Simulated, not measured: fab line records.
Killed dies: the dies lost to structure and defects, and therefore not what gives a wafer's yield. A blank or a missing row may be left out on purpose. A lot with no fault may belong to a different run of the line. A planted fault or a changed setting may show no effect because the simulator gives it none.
Chamber matching | flow sky130 | SKY_SONOS_ONO_ETCH_15 on rie_diel-03 has 4 sister chambers
The step etches the open film in CHF3/O2, target depth 19.52 nm, time 7.8 s. 8 wafers are shown with their chamber, then 8 later ones without.

== WAFERS, EACH WITH ITS CHAMBER ==
wafer  | chamber | drypump_motor_current_A (A) | rf_fwd_power_W (W)
L076.1 | 1       | 6.3                         | 585
L076.6 | 1       | 6.4                         | 584
L081.4 | 3       | 5.9                         | 586
L081.6 | 0       | 6.5                         | 593
L082.1 | 2       | 5.8                         | 586
L082.2 | 3       | 5.9                         | 586
L082.3 | 0       | 6.6                         | 590
L086.3 | 2       | 5.8                         | 587

== WAFERS MISSING THEIR CHAMBER ==
wafer  | drypump_motor_current_A (A) | rf_fwd_power_W (W)
L086.4 | 6.6                         | 594
L086.6 | 6.5                         | 591
L088.1 | 5.9                         | 586
L088.2 | 6.6                         | 593
L088.3 | 6.4                         | 585
L093.1 | 6.5                         | 595
L093.4 | 6.4                         | 590
L093.5 | 5.8                         | 583

== WHICH CHAMBER EACH ONE RAN IN ==
wafer  | from the rows above     | in truth
L086.4 | 0                       | 0
L086.6 | 0                       | 0
L088.1 | 3                       | 3
L088.2 | 0                       | 0
L088.3 | 1                       | 1
L093.1 | 0                       | 0
L093.4 | can't be placed: 0 or 1 | 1
L093.5 | can't be placed: 2 or 3 | 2
Correct placement for 6 of the 8. Not placeable from these rows: 2 (in 2, the candidates include the true chamber). 0 placed wrongly.
How it was worked out, from the rows above alone: a wafer's distance from a chamber is the root of the sum, over the readings, of the square of ((its reading less the chamber's mean) divided by the reading's scatter). The wafer belongs to the nearest chamber; if the next one is less than 2 further off, it can't be placed. The mean given for a chamber averages the wafers shown for that chamber. The scatter is the square root of a quotient: the sum, over the shown wafers, of each reading's squared deviation from its chamber's mean, divided by wafers minus chambers.
